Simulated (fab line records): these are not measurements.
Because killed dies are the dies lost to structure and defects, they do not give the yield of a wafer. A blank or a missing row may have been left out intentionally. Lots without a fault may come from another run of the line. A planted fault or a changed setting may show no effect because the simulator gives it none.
Which tool was responsible? + flow sky130 + Sampling: 13 lots, 35 wafers, 4 of 708 route steps

== WHAT EACH GAUGE READ, for each wafer ==
SKY_VT_ADJUST_HVTR_TW_MEAS_11. Usual: VT_ADJUST_HVTR_TW gives 211.4 (standard deviation 2.2).
| lot  | measured     | on            | VT_ADJUST_HVTR_TW | flag |
|------|--------------|---------------|-------------------|------|
| L322 | day 8 02:10  | film-metro-02 | 213.1 214.0 214.8 |      |
| L323 | day 9 11:14  | film-metro-03 | 208.6 209.8 208.8 |      |
| L331 | day 12 15:43 | film-metro-01 | 210.4 210.1       |      |
| L332 | day 12 22:41 | film-metro-03 | 210.4 209.0       |      |
| L333 | day 13 02:46 | film-metro-02 | 216.0             |      |
| L334 | day 13 11:16 | film-metro-01 | 211.0 211.2 212.2 |      |
| L335 | day 13 18:23 | film-metro-02 | 213.9 214.2 215.1 |      |
| L337 | day 14 09:02 | film-metro-02 | 214.5 214.8 213.3 |      |
| L339 | day 15 05:25 | film-metro-02 | 213.6 214.4 214.0 |      |
| L340 | day 15 12:16 | film-metro-03 | 209.3 208.6 208.7 |      |
| L342 | day 16 08:43 | film-metro-03 | 208.0 207.9 209.1 |      |
| L344 | day 17 02:55 | film-metro-03 | 209.2 209.6 208.1 |      |
| L345 | day 17 12:13 | film-metro-02 | 214.1 214.0 214.7 |      |

SKY_GATE_OXIDE_TW_MEAS_14. Usual: GATE_OXIDE_TW gives 224.1 (standard deviation 2).
| lot  | measured     | on            | GATE_OXIDE_TW     | flag |
|------|--------------|---------------|-------------------|------|
| L322 | day 12 06:50 | film-metro-01 | 223.4 223.0 223.4 |      |
| L323 | day 13 22:04 | film-metro-01 | 224.1 224.6 225.6 |      |
| L331 | day 17 13:30 | film-metro-02 | 234.7 228.3       | OFF  |
| L332 | day 17 21:10 | film-metro-02 | 227.7 233.7       | OFF  |
| L333 | day 18 06:14 | film-metro-03 | 224.1             |      |
| L334 | day 20 10:41 | film-metro-02 | 224.6 225.3 224.3 |      |
| L335 | day 20 10:24 | film-metro-03 | 222.3 222.2 222.5 |      |
| L337 | day 20 10:53 | film-metro-01 | 221.0 222.4 222.4 |      |
| L339 | day 20 12:36 | film-metro-02 | 224.1 223.9 224.3 |      |
| L340 | day 20 15:39 | film-metro-02 | 225.7 224.9 224.3 |      |
| L342 | day 21 18:54 | film-metro-02 | 225.5 225.2 224.1 |      |
| L344 | day 22 11:20 | film-metro-02 | 225.3 225.3 225.5 |      |
| L345 | day 22 23:14 | film-metro-01 | 221.7 222.1 221.2 |      |

== WHAT TOOL EACH LOT RAN ON (gives the tool, then ch and the chambers of the sampled wafers, and finally the start) ==
| lot  | SKY_VT_ADJUST_HVTP_STRIP_10          | SKY_GATE_OXIDE_IMPLANT_11       |
|------|--------------------------------------|---------------------------------|
| L322 | plasma-asher-04 ch 0,1, day 4 20:58  | implanter-04 ch 0, day 12 06:29 |
| L323 | plasma-asher-04 ch 0,1, day 6 01:52  | implanter-04 ch 0, day 13 21:43 |
| L331 | plasma-asher-03 ch 0,1, day 8 15:14  | implanter-04 ch 0, day 17 13:12 |
| L332 | plasma-asher-03 ch 0, day 8 22:11    | implanter-04 ch 0, day 17 20:50 |
| L333 | plasma-asher-01 ch 0, day 9 02:32    | implanter-04 ch 0, day 18 05:52 |
| L334 | plasma-asher-01 ch 0,1, day 9 09:38  | implanter-03 ch 0, day 20 10:14 |
| L335 | plasma-asher-03 ch 0,1, day 9 14:19  | implanter-02 ch 0, day 20 09:58 |
| L337 | plasma-asher-04 ch 0,1, day 10 03:38 | implanter-02 ch 0, day 20 10:33 |
| L339 | plasma-asher-01 ch 0,1, day 10 23:19 | implanter-03 ch 0, day 20 12:16 |
| L340 | plasma-asher-04 ch 0,1, day 11 04:07 | implanter-04 ch 0, day 20 15:13 |
| L342 | plasma-asher-04 ch 0,1, day 11 23:50 | implanter-02 ch 0, day 21 18:33 |
| L344 | plasma-asher-01 ch 0,1, day 12 14:25 | implanter-04 ch 0, day 22 10:59 |
| L345 | plasma-asher-01 ch 0,1, day 13 00:46 | implanter-04 ch 0, day 22 22:53 |
- SKY_VT_ADJUST_HVTP_STRIP_10: strips in O2/N2.
- SKY_GATE_OXIDE_IMPLANT_11

== AS READ BY THE TOOLS THEMSELVES (means over the sampled wafers that have a number; for cases with no such wafer, the mark the record gives instead) ==
SKY_VT_ADJUST_HVTP_STRIP_10. Usual: drypump-motor-current-A 5.6 A, standard deviation 0.43; oes-product-au 0.716 a.u., standard deviation 0.0045; strip-time-to-endpoint-s 14.18 s, standard deviation 0.038.
| lot  | tool            | drypump-motor-current-A (A) | oes-product-au (a.u.) | strip-time-to-endpoint-s (s) | flag |
|------|-----------------|-----------------------------|-----------------------|------------------------------|------|
| L322 | plasma-asher-04 | 5.5                         | 0.714                 | 14.18                        |      |
| L323 | plasma-asher-04 | 5.5                         | 0.719                 | 14.18                        |      |
| L331 | plasma-asher-03 | 5.5                         | 0.716                 | 14.09                        |      |
| L332 | plasma-asher-03 | 5.7                         | 0.714                 | 14.15                        |      |
| L333 | plasma-asher-01 | 5.5                         | 0.715                 | 14.13                        |      |
| L334 | plasma-asher-01 | 5.7                         | 0.712                 | 14.12                        |      |
| L335 | plasma-asher-03 | 5.6                         | 0.716                 | 14.20                        |      |
| L337 | plasma-asher-04 | 5.9                         | 0.714                 | 14.17                        |      |
| L339 | plasma-asher-01 | 5.6                         | 0.717                 | 14.17                        |      |
| L340 | plasma-asher-04 | 5.5                         | 0.717                 | 14.14                        |      |
| L342 | plasma-asher-04 | 5.9                         | 0.718                 | 14.15                        |      |
| L344 | plasma-asher-01 | 5.6                         | 0.716                 | 14.24                        |      |
| L345 | plasma-asher-01 | 5.6                         | 0.716                 | 14.24                        |      |

SKY_GATE_OXIDE_IMPLANT_11. Usual: beam-on-s 10.02 s, standard deviation 0.21; faraday-current-uA 14.6, standard deviation 0.3.
| lot  | tool         | beam-on-s (s) | faraday-current-uA | flag |
|------|--------------|---------------|--------------------|------|
| L322 | implanter-04 | 10.29         | 14.3               |      |
| L323 | implanter-04 | 10.04         | 14.6               |      |
| L331 | implanter-04 | 10.64         | 13.9               |      |
| L332 | implanter-04 | 10.43         | 14.1               |      |
| L333 | implanter-04 | 9.75          | 15.0               |      |
| L334 | implanter-03 | 9.96          | 14.7               |      |
| L335 | implanter-02 | 9.95          | 14.7               |      |
| L337 | implanter-02 | 9.96          | 14.8               |      |
| L339 | implanter-03 | 9.85          | 14.9               |      |
| L340 | implanter-04 | 9.96          | 14.7               |      |
| L342 | implanter-02 | 10.19         | 14.4               |      |
| L344 | implanter-04 | 10.06         | 14.6               |      |
| L345 | implanter-04 | 10.09         | 14.6               |      |

== THE ANSWER, worked out from the rows above alone ==
Rule: take the mean of a lot's wafers that have a number; if it is more than 3 standard deviations from the usual mean, the lot is off. Also off: a lot with no number at a reading for which 4 or more lots have one. Any other lot the step has rows for is counted as sound. The gauges are gone through in route order, then the tools' own readings, and for those a lot's mean is taken as printed above. At the first step where some lot is off, the reading lying furthest off is the one used; lots without a number count as furthest.
Off: L331, L332, at SKY_GATE_OXIDE_TW_MEAS_14 (GATE_OXIDE_TW).
If a tool, at a process step before that reading, ran all the lots that are off and no sound lot after the first of them, it fits. The gauges at SKY_GATE_OXIDE_TW_MEAS_14 are tried like those tools. Not one of the candidates tried fits.

== WHAT HAD BEEN PUT IN BY THE SIMULATOR ==
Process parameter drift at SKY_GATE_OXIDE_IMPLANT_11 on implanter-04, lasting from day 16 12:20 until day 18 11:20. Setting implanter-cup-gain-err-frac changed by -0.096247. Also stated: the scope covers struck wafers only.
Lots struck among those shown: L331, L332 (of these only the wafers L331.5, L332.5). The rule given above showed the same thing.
